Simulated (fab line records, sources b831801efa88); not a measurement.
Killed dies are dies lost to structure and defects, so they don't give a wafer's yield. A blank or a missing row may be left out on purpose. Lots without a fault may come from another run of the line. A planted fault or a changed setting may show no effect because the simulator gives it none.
Which tool did it? | flow sky130 | 11 lots, 33 wafers sampled, at 5 steps of a route of 708

WHAT THE GAUGES READ, wafer by wafer
The record holds no reading of a measuring or inspecting step that can be judged against a usual standard deviation.

WHICH TOOL RAN EACH LOT (tool, then ch and the chambers of the sampled wafers, then the start)
lot  | SKY_METAL3_SPUTTER_04        | SKY_METAL3_ETCH_17                 | SKY_METAL3_METAL_ETCH_18          | SKY_VIA3_ETCH_15                   | SKY_VIA3_STRIP_16
L178 | pvd_sputter-04, day 36 17:41 | rie_diel-03 ch 0,1,2, day 38 21:09 | rie_metal-04 ch 0,1, day 38 21:10 | rie_diel-03 ch 0,3, day 39 23:10   | plasma_asher-03 ch 0,1, day 39 23:14
L177 | pvd_sputter-01, day 36 18:56 | rie_diel-01 ch 1,2, day 38 22:01   | rie_metal-02 ch 1, day 38 22:03   | rie_diel-04 ch 0,1,2, day 40 00:07 | plasma_asher-02 ch 0,1, day 40 00:11
L181 | pvd_sputter-01, day 37 16:01 | rie_diel-03 ch 0,1,3, day 39 18:37 | rie_metal-02 ch 0,1, day 39 18:38 | rie_diel-04 ch 0,1,2, day 40 20:19 | plasma_asher-02 ch 0,1, day 40 20:23
L184 | pvd_sputter-04, day 38 13:43 | rie_diel-02 ch 1,2,3, day 40 14:45 | rie_metal-04 ch 1, day 40 14:46   | rie_diel-04 ch 0,1,2, day 41 16:40 | plasma_asher-03 ch 0,1, day 41 16:43
L185 | pvd_sputter-01, day 38 22:11 | rie_diel-01 ch 0,1,3, day 40 23:42 | rie_metal-01 ch 0, day 40 23:50   | rie_diel-02 ch 0,2, day 42 01:16   | plasma_asher-01 ch 0,1, day 42 01:22
L189 | pvd_sputter-01, day 40 04:00 | rie_diel-01 ch 1,2, day 42 06:03   | rie_metal-01 ch 0,1, day 42 06:04 | rie_diel-03 ch 0,2, day 43 06:38   | plasma_asher-01 ch 0, day 43 06:42
L190 | pvd_sputter-01, day 40 12:10 | rie_diel-03 ch 0,2,3, day 42 13:27 | rie_metal-02 ch 0,1, day 42 13:28 | rie_diel-04 ch 1,2,3, day 43 14:44 | plasma_asher-03 ch 0,1, day 43 14:48
L195 | pvd_sputter-04, day 41 13:48 | rie_diel-02 ch 2,3, day 43 13:41   | rie_metal-04 ch 0,1, day 43 13:45 | rie_diel-04 ch 1,2, day 44 14:46   | plasma_asher-01 ch 0,1, day 44 14:52
L196 | pvd_sputter-02, day 41 23:03 | rie_diel-02 ch 0,1, day 43 22:06   | rie_metal-04 ch 0,1, day 43 22:07 | rie_diel-03 ch 0,2, day 44 22:52   | plasma_asher-01 ch 0,1, day 44 22:56
L198 | pvd_sputter-02, day 42 05:45 | rie_diel-01 ch 1,2, day 44 04:33   | rie_metal-02 ch 0,1, day 44 04:37 | rie_diel-04 ch 0,3, day 45 04:52   | plasma_asher-01 ch 0,1, day 45 04:58
L200 | pvd_sputter-04, day 42 22:43 | rie_diel-02 ch 0,1,3, day 44 21:42 | rie_metal-04 ch 0,1, day 44 21:43 | rie_diel-04 ch 1,2,3, day 45 20:34 | plasma_asher-02 ch 0,1, day 45 20:38
- SKY_METAL3_SPUTTER_04: material TiN, target thk 70 nm, time 58.3 s.
- SKY_METAL3_ETCH_17: etches SiO2 in C4F8/O2/Ar, stops on TiN, time 3.9 s, target depth 15 nm.
- SKY_METAL3_METAL_ETCH_18: etches the open film in Cl2/BCl3, stops on SiO2, target depth 845 nm, time 183.1 s.
- SKY_VIA3_ETCH_15: etches SiO2 in C4F8/O2/Ar, stops on TiN, target depth 507 nm, time 78 s.
- SKY_VIA3_STRIP_16: strips in O2/N2.

WHAT THE TOOLS THEMSELVES READ (means of the sampled wafers that have a number; where no wafer has one, the mark that the record gives instead)
SKY_METAL3_SPUTTER_04. Usual: throttle_valve_pct 30.3 %, standard deviation 1.1.
lot  | tool           | throttle_valve_pct (%) | flag
L178 | pvd_sputter-04 | 31.0                   |
L177 | pvd_sputter-01 | 29.4                   |
L181 | pvd_sputter-01 | 29.7                   |
L184 | pvd_sputter-04 | 31.1                   |
L185 | pvd_sputter-01 | 29.8                   |
L189 | pvd_sputter-01 | 29.2                   |
L190 | pvd_sputter-01 | 29.7                   |
L195 | pvd_sputter-04 | 31.2                   |
L196 | pvd_sputter-02 | 30.4                   |
L198 | pvd_sputter-02 | 29.7                   |
L200 | pvd_sputter-04 | 31.4                   |

SKY_METAL3_ETCH_17. Usual: oes_product_au 0.755 a.u., standard deviation 0.0065.
lot  | tool        | oes_product_au (a.u.) | flag
L178 | rie_diel-03 | 0.753                 |
L177 | rie_diel-01 | 0.751                 |
L181 | rie_diel-03 | 0.756                 |
L184 | rie_diel-02 | 0.758                 |
L185 | rie_diel-01 | 0.764                 |
L189 | rie_diel-01 | 0.761                 |
L190 | rie_diel-03 | 0.749                 |
L195 | rie_diel-02 | 0.757                 |
L196 | rie_diel-02 | 0.747                 |
L198 | rie_diel-01 | 0.760                 |
L200 | rie_diel-02 | 0.750                 |

SKY_METAL3_METAL_ETCH_18. Usual: drypump_motor_current_A 5.9 A, standard deviation 0.64; oes_product_au 0.867 a.u., standard deviation 0.006; throttle_valve_pct 22.264 %, standard deviation 0.0088.
lot  | tool         | drypump_motor_current_A (A) | oes_product_au (a.u.) | throttle_valve_pct (%) | flag
L178 | rie_metal-04 | 5.3                         | 0.868                 | 22.258                 |
L177 | rie_metal-02 | 5.8                         | 0.868                 | 22.262                 |
L181 | rie_metal-02 | 6.4                         | 0.866                 | 22.257                 |
L184 | rie_metal-04 | 6.5                         | 0.860                 | 22.273                 |
L185 | rie_metal-01 | 5.7                         | 0.872                 | 22.256                 |
L189 | rie_metal-01 | 5.8                         | 0.855                 | 22.259                 |
L190 | rie_metal-02 | 6.1                         | 0.856                 | 22.269                 |
L195 | rie_metal-04 | 5.4                         | 0.872                 | 22.273                 |
L196 | rie_metal-04 | 5.9                         | 0.869                 | 22.267                 |
L198 | rie_metal-02 | 6.4                         | 0.874                 | 22.269                 |
L200 | rie_metal-04 | 5.4                         | 0.858                 | 22.262                 |

SKY_VIA3_ETCH_15. Usual: oes_product_au 0.945 a.u., standard deviation 0.0046.
lot  | tool        | oes_product_au (a.u.) | flag
L178 | rie_diel-03 | 0.946                 |
L177 | rie_diel-04 | 0.945                 |
L181 | rie_diel-04 | 0.947                 |
L184 | rie_diel-04 | 0.946                 |
L185 | rie_diel-02 | 0.947                 |
L189 | rie_diel-03 | 0.945                 |
L190 | rie_diel-04 | 0.943                 |
L195 | rie_diel-04 | 0.944                 |
L196 | rie_diel-03 | 0.947                 |
L198 | rie_diel-04 | 0.946                 |
L200 | rie_diel-04 | 0.942                 |

SKY_VIA3_STRIP_16. Usual: drypump_motor_current_A 5.86 A, standard deviation 0.28; oes_product_au 0.402 a.u., standard deviation 0.0044; strip_time_to_endpoint_s 4.130 s, standard deviation 0.025.
lot  | tool            | drypump_motor_current_A (A) | oes_product_au (a.u.) | strip_time_to_endpoint_s (s) | flag
L178 | plasma_asher-03 | 6.07                        | 0.400                 | 4.132                        |
L177 | plasma_asher-02 | 5.82                        | 0.404                 | 4.162                        |
L181 | plasma_asher-02 | 5.81                        | 0.403                 | 4.128                        |
L184 | plasma_asher-03 | 6.07                        | 0.399                 | 4.154                        |
L185 | plasma_asher-01 | 5.72                        | 0.403                 | 4.154                        |
L189 | plasma_asher-01 | 5.71                        | 0.405                 | 4.114                        |
L190 | plasma_asher-03 | 6.05                        | 0.405                 | 4.126                        |
L195 | plasma_asher-01 | 5.75                        | 0.402                 | 4.106                        |
L196 | plasma_asher-01 | 5.73                        | 0.401                 | 4.110                        |
L198 | plasma_asher-01 | 5.72                        | 0.404                 | 4.129                        |
L200 | plasma_asher-02 | 5.81                        | 0.401                 | 4.118                        |

THE ANSWER, worked out from the rows above alone
Rule: a lot is off if the mean of its wafers that have a number lies more than 3 standard deviations from the usual mean. A lot without any number at a reading at which 4 lots or more have one is off too. The other lots that the step has rows for count as sound. The gauges are gone through in route order, then the tools' own readings, and for those a lot's mean is taken as printed above. The first step at which some lot is off is used, and at that step the reading that is off furthest; a lot without a number counts as furthest.
No lot is off at any reading shown: from this, nothing can be told.

WHAT THE SIMULATOR HAD PUT IN
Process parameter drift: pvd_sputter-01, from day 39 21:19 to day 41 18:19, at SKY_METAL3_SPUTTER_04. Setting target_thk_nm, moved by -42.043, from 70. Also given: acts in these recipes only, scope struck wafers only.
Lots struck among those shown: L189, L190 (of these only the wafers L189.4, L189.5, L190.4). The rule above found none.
